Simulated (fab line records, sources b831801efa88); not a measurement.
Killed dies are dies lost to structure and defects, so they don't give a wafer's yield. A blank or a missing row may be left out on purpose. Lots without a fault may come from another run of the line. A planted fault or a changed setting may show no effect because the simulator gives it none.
A struck lot beside a sound one | flow sky130 | 14 steps out of a route of 708
Sound: wafers L360.4, L360.5, L360.6. Struck: wafers L364.1, L364.5, L364.6. The cause comes at the end.
At each step with rows: each side's tool, then ch and its chambers, then its first start. Under that, the readings that differ: sound wafers | struck wafers | difference of the means | sigmas: that difference in standard deviations of wafers without a fault.
alike: readings whose means differ by less than 2 such deviations, and words and numbers that are the same on both sides. not compared: withheld readings, readings that some wafer has no value for, bounds like >300 that may hide the same value, and numbers for which the record gives no deviation and whose values overlap.
The two part at a step that has a row with sigmas, a row that says differs or no value, or rows on one side only. Numbers that don't overlap but have no deviation are shown without sigmas and don't part them. A reading that every wafer of one side lacks parts them only if that side has two wafers or more.

SKY_NWELL_RS_MEAS_29: measures by four-point-probe.
  sound on film_metro-01, day 6 02:16; struck on film_metro-02, day 7 01:19
  reading           | sound             | struck            | difference | sigmas
  NWELL_RS (ohm/sq) | 625.9 626.8 625.8 | 621.0 624.3 623.8 | -3.1       | -2
SKY_NWELL_RS_MEAS_31: measures by four-point-probe.
  sound on film_metro-01, day 6 02:31; struck on film_metro-02, day 7 01:33
  alike: PWDE_RS
then, 7 steps without rows for these wafers: SKY_VT_ADJUST_HVTP_DEHYDRATE_00 (time 60 s); SKY_VT_ADJUST_HVTP_HMDS_01 (prime time 60 s); SKY_VT_ADJUST_HVTP_COAT_02 (resist thk 1140 nm); SKY_VT_ADJUST_HVTP_SOFTBAKE_03 (time 60 s); SKY_VT_ADJUST_HVTP_EXPOSE_04 (exposes mask HVTPM, target cd 380 nm); SKY_VT_ADJUST_HVTP_PEB_05; SKY_VT_ADJUST_HVTP_DEVELOP_06 (develop time 60 s).
SKY_VT_ADJUST_HVTP_CD_MEAS_07: target cd 380 nm.
  sound on cd_sem-02, day 6 20:32; struck on cd_sem-01, day 7 21:03
  alike: cd_nm
SKY_VT_ADJUST_HVTP_OVL_MEAS_08:
  sound on overlay-01, day 6 20:37; struck on overlay-01, day 7 21:10
  alike: VT_ADJUST_HVTP_OVL
SKY_VT_ADJUST_HVTP_IMPLANT_09:
  sound on implanter-02 ch 0, day 6 20:43; struck on implanter-03 ch 0, day 7 21:12
  reading                   | sound                | struck               | difference | sigmas
  beam_energy_keV           | 150.00 149.96 150.00 | 158.14 158.12 158.11 | +8.14      | +99 or more
  model.implant.rp_nm (nm)  | 84.36 84.36 84.36    | 84.9 84.9 84.9       | +0.5       |
  model.implant.drp_nm (nm) | 33.4 33.4 33.4       | 34.9 34.9 34.9       | +1.5       |
SKY_VT_ADJUST_HVTP_STRIP_10: strips in O2/N2.
  sound on plasma_asher-04 ch 0,1, day 6 20:49; struck on plasma_asher-04 ch 0,1, day 7 21:21
  reading                      | sound             | struck            | difference | sigmas
  strip_time_to_endpoint_s (s) | 14.24 14.20 14.22 | 14.14 14.12 14.10 | -0.10      | -3
  alike: drypump_motor_current_A, oes_product_au
  not compared: rf_hours_counter_h
-- the record jumps here: 40 days lie between the struck wafers' starts before and after (it left off in module VT_ADJUST_HVTP and takes up again in module PAD_OPEN, whose first step shown is number 708 of the route) --
SKY_PAD_OPEN_PROBE_99:
  sound on prober-02, day 46 16:04; struck on prober-02, day 47 14:20
  reading         | sound    | struck    | difference | sigmas
  killed_at_other | 1 2 1    | 0 0 0     | -1         | -2
  killed_dies     | 78 68 71 | 104 92 90 | +23        | +2
  killed_open     | 39 39 34 | 55 54 51  | +16        | +2
  alike: killed_at_M0_to_M3, killed_at_M4_up, killed_at_contacts, killed_at_front_end, killed_short
  not compared: model.etest.tip_p.rs_ohm_sq, model.etest.pfet_01v8_mvt.drive_ua_um, model.etest.pfet_01v8_mvt.off_log10_a_um, model.etest.pfet_01v8.off_log10_a_um, model.etest.pfet_01v8_hvt.off_log10_a_um, model.etest.pfet_01v8_mvt.vt_sat_v, model.etest.pfet_01v8.vt_sat_v, model.etest.pfet_01v8_mvt.vt_v

WHERE THEY PART
First at SKY_NWELL_RS_MEAS_29; last, within this record, at SKY_PAD_OPEN_PROBE_99.

WHY: what the simulator had put in
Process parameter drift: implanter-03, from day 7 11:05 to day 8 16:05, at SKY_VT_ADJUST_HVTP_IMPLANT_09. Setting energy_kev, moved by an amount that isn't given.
